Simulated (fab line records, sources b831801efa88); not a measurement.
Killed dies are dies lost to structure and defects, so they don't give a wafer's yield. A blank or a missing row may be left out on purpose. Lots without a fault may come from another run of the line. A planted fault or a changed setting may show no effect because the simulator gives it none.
One fault seen from 2 desks | flow gf180mcu | each desk has only its own numbers; what lay behind them comes last

THE TOOL OWNER'S DESK: plasma_asher-03
The tool's own readings at GF_TOP_METAL_STRIP_17 (strips in O2/N2): means of the sampled wafers that have a number, for each lot that ran on this tool. A lot is out of limits, marked OUT, if its mean lies more than 4 standard deviations from the usual mean; the brackets give that distance.
Columns: A = drypump_motor_current_A at GF_TOP_METAL_STRIP_17, usual 5.93 A; B = heater_power_w at GF_TOP_METAL_STRIP_17, usual 335 W; C = oes_product_au at GF_TOP_METAL_STRIP_17, usual 0.710 a.u.; D = strip_time_to_endpoint_s at GF_TOP_METAL_STRIP_17, usual 12.93 s
lot  | first seen here | A    | B   | C     | D
L807 | day 30 08:05    | 6.07 | 330 | 0.711 | 12.87
L808 | day 30 16:47    | 5.80 | 324 | 0.711 | 13.01
L809 | day 30 19:11    | 6.06 | 327 | 0.707 | 12.86
L814 | day 32 01:35    | 5.90 | 332 | 0.708 | 12.85
L815 | day 32 12:35    | 6.05 | 338 | 0.710 | 12.93
L817 | day 32 17:32    | 6.18 | 337 | 0.709 | 13.01
This desk's finding: nothing out of limits on any of the 6 lots.

THE METROLOGY DESK
What the gauges read, lot by lot, whatever tool the lot ran on: means of the sampled wafers that have a number. A lot is out of limits, marked OUT, if its mean lies more than 4 standard deviations from the usual mean; the brackets give that distance.
Columns: A = TOP_METAL_ALCU_THK at GF_TOP_METAL_THK_MEAS_06, usual 882 nm
lot  | first seen here | A
L800 | day 27 06:04    | 879
L801 | day 27 11:01    | 879
L805 | day 29 00:23    | 889
L806 | day 29 08:02    | 883
L807 | day 29 14:04    | 893
L808 | day 29 22:32    | 887
L809 | day 30 01:02    | 888
L810 | day 30 17:10    | 894
L814 | day 31 08:02    | 878
L815 | day 31 20:11    | 870
L817 | day 32 00:44    | 884
L821 | day 33 06:59    | 884
L822 | day 33 12:23    | 877
This desk's finding: nothing out of limits on any of the 13 lots.

PUT TOGETHER
The tool owner's desk saw nothing out of limits.
The metrology desk saw nothing out of limits.

WHAT THE SIMULATOR HAD PUT IN
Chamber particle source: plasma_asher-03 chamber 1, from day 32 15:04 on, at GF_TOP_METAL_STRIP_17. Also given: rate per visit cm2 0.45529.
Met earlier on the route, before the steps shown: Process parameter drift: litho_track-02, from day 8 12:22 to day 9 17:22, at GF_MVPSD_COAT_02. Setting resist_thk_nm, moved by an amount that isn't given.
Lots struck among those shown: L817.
